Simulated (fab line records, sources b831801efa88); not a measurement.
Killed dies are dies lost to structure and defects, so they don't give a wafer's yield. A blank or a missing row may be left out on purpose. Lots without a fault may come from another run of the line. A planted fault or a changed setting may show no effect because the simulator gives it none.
Which tool did it? | flow gf180mcu | 11 lots, 33 wafers sampled, at 1 step of a route of 602

WHAT THE GAUGES READ, wafer by wafer
GF_M5_CD_MEAS_07: target cd 280 nm. Usual: cd_nm 280.0 nm, standard deviation 1.3.
lot  | measured     | on        | cd_nm (nm)        | flag
L415 | day 27 05:26 | cd_sem-02 | 279.4 278.9 278.5 |
L417 | day 27 12:29 | cd_sem-01 | 279.2 279.8 279.8 |
L418 | day 27 20:55 | cd_sem-01 | 280.9 279.9 280.2 |
L422 | day 29 06:47 | cd_sem-01 | 280.9 280.6 281.8 |
L424 | day 29 21:43 | cd_sem-01 | 280.7 279.3 280.6 |
L427 | day 30 15:05 | cd_sem-01 | 282.3 282.1 282.9 |
L428 | day 30 19:54 | cd_sem-02 | 280.4 282.0 280.9 |
L432 | day 31 22:14 | cd_sem-02 | 279.0 279.9 279.2 |
L434 | day 32 11:55 | cd_sem-02 | 281.8 281.4 281.2 |
L435 | day 32 16:50 | cd_sem-01 | 279.9 279.0 279.7 |
L436 | day 32 17:04 | cd_sem-02 | 282.4 282.5 280.1 |

WHICH TOOL RAN EACH LOT (tool, then ch and the chambers of the sampled wafers, then the start)
The record holds no process step before these readings.

WHAT THE TOOLS THEMSELVES READ (means of the sampled wafers that have a number; where no wafer has one, the mark that the record gives instead)
The record holds no such reading with a usual standard deviation.

THE ANSWER, worked out from the rows above alone
Rule: a lot is off if the mean of its wafers that have a number lies more than 3 standard deviations from the usual mean. A lot without any number at a reading at which 4 lots or more have one is off too. The other lots that the step has rows for count as sound. The gauges are gone through in route order, then the tools' own readings, and for those a lot's mean is taken as printed above. The first step at which some lot is off is used, and at that step the reading that is off furthest; a lot without a number counts as furthest.
No lot is off at any reading shown: from this, nothing can be told.

WHAT THE SIMULATOR HAD PUT IN
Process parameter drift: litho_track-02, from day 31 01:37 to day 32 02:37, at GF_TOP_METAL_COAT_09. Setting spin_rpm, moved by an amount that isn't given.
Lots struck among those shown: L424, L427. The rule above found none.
